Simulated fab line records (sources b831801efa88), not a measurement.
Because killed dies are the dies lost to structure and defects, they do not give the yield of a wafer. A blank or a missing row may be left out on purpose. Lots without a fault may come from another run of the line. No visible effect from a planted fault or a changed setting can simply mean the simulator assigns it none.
Which tool did it?    flow sky130    36 wafers from 12 lots sampled at 2 of the route's 708 steps

== WHAT EACH GAUGE READ, for each wafer ==
SKY_METAL4_OVL_MEAS_14. Usual: METAL4_OVL 3 nm, standard deviation 6.8.
lot   measured      on          METAL4_OVL (nm)  flag
L336  day 41 13:17  overlay-02  5 -9 -11         
L337  day 42 01:56  overlay-01  8 9 -1           
L338  day 42 06:32  overlay-01  8 8 13           
L345  day 44 05:59  overlay-01  0 2 4            
L346  day 44 18:13  overlay-01  3 -4 9           
L348  day 45 06:16  overlay-01  2 -1 8           
L349  day 45 08:28  overlay-02  4 0 9            
L351  day 45 17:59  overlay-02  -6 -5 0          
L352  day 46 03:52  overlay-01  9 -3 4           
L353  day 46 14:01  overlay-01  9 8 10           
L357  day 47 04:52  overlay-01  9 -10 -3         
L359  day 47 11:17  overlay-01  -2 12 -2         

== TOOL THAT RAN EACH LOT (tool first, then ch and the chambers of the sampled wafers, then the start) ==
lot   SKY_METAL4_SPUTTER_02
L336  pvd-sputter-03, day 39 11:52
L337  pvd-sputter-04, day 40 00:26
L338  pvd-sputter-03, day 40 05:51
L345  pvd-sputter-03, day 42 06:19
L346  pvd-sputter-04, day 42 19:47
L348  pvd-sputter-04, day 43 08:01
L349  pvd-sputter-01, day 43 10:56
L351  pvd-sputter-04, day 43 22:11
L352  pvd-sputter-01, day 44 08:31
L353  pvd-sputter-01, day 44 20:07
L357  pvd-sputter-04, day 45 11:16
L359  pvd-sputter-03, day 45 17:28
- SKY_METAL4_SPUTTER_02: material AlCu, target thk 735 nm, time 39.1 s.

== AS READ BY THE TOOLS THEMSELVES (means over the sampled wafers that have a number; for cases with no such wafer, the mark the record gives instead) ==
SKY_METAL4_SPUTTER_02. Usual: throttle-valve-pct at 29.6 %, with a standard deviation of 0.95.
lot   tool            throttle-valve-pct (%)  flag
L336  pvd-sputter-03  29.0                    
L337  pvd-sputter-04  28.9                    
L338  pvd-sputter-03  29.6                    
L345  pvd-sputter-03  29.5                    
L346  pvd-sputter-04  28.9                    
L348  pvd-sputter-04  28.8                    
L349  pvd-sputter-01  30.0                    
L351  pvd-sputter-04  29.0                    
L352  pvd-sputter-01  29.9                    
L353  pvd-sputter-01  30.3                    
L357  pvd-sputter-04  29.6                    
L359  pvd-sputter-03  29.5                    

== THE ANSWER, worked out from the rows above alone ==
Rule: a lot counts as off when the mean over its wafers that have a number is more than 3 standard deviations away from the usual mean. A lot without any number at a reading at which 4 lots or more have one is off too. The other lots that the step has rows for count as sound. After the gauges, taken in route order, come the tools' own readings; for these a lot's mean is taken, as printed above. At the first step where some lot is off, the reading lying furthest off is the one used; lots without a number count as furthest.
None of the lots is off at any reading shown; this tells nothing.

== WHAT THE SIMULATOR HAD INSERTED ==
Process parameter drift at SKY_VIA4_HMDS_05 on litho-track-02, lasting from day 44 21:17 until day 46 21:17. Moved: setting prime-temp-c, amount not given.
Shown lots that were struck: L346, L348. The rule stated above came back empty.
